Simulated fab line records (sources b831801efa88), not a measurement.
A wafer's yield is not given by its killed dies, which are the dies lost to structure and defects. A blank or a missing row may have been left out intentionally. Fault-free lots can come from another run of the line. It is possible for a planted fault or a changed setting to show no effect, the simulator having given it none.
One fault through the eyes of 2 desks | flow sky130 | only its own numbers are on each desk; what lay behind them is given at the end

DESK OF THE TOOL OWNER: hdpcvd-01
The tool's own readings at SKY_CONTACT_HDPCVD_02 (deposits SiO2, target thk 565 nm, time 94.2 s): means of the sampled wafers that have a number, for each lot that ran on this tool. Any lot whose mean is over 4 standard deviations away from the usual mean is out of limits and marked OUT; that distance is given in the brackets.
Columns: A = sih4FlowSccm at SKY_CONTACT_HDPCVD_02, usual 60.01 sccm
lot  | first seen here | A
L727 | day 31 00:31    | 60.11
L728 | day 31 08:02    | 59.97
L730 | day 32 05:56    | 59.90
L731 | day 32 07:48    | 59.73
L737 | day 34 11:14    | 64.05 (+21) OUT
L738 | day 34 16:53    | 64.06 (+21) OUT
L748 | day 37 08:30    | 60.01
This desk's finding: out of limits on L737, L738; first on L737, day 34 11:14 (sih4FlowSccm at SKY_CONTACT_HDPCVD_02). L727, L728, L730, L731, L748 stayed within limits.

AT THE METROLOGY DESK
What the gauges read, lot by lot, whatever tool the lot ran on: means of the sampled wafers that have a number. Any lot whose mean is over 4 standard deviations away from the usual mean is out of limits and marked OUT; that distance is given in the brackets.
Columns: A = SD_N_RS at SKY_SD_N_RS_MEAS_16, usual 68.51 ohm/sq; B = CONTACT_HDPCVD_THK at SKY_CONTACT_THK_MEAS_03, usual 568 nm
lot  | first seen here | A     | B
L725 | day 27 17:10    | 68.56 | 569
L727 | day 28 12:58    | 68.35 | 573
L728 | day 28 21:08    | 68.44 | 570
L730 | day 29 18:35    | 68.42 | 571
L731 | day 29 21:58    | 68.45 | 567
L732 | day 30 16:07    | 68.58 | 564
L736 | day 31 18:47    | 68.49 | 558
L737 | day 32 01:59    | 68.56 | 614 (+7.8) OUT
L738 | day 32 06:22    | 68.59 | 604 (+6.1) OUT
L743 | day 34 07:58    | 68.50 | 562
L745 | day 34 13:05    | 68.64 | 564
L748 | day 35 01:55    | 68.48 | 572
This desk's result: L737, L738 out of limits, first on L737 (CONTACT_HDPCVD_THK at SKY_CONTACT_THK_MEAS_03), day 34 11:18. L725, L727, L728, L730, L731, L732, L736, L743, L745, L748 stayed within limits.

PUT TOGETHER
At day 34 11:14, on L737, L738, the tool owner's desk was in a position to raise an alarm.
An alarm was possible from the metrology desk at day 34 11:18, on L737, L738.
Of the lots named, all ran SKY_CONTACT_HDPCVD_02 on hdpcvd-01.

WHAT THE SIMULATOR PUT IN
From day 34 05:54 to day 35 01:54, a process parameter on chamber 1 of hdpcvd-01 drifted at SKY_CONTACT_HDPCVD_02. From 60, the setting sih4FlowSccm moved by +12. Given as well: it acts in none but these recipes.
Struck lots among those shown: L737, L738.
Delay (hours) between the fault's onset and each desk's first out-of-limits reading: 5 at the tool owner's desk, 5 at the metrology desk.
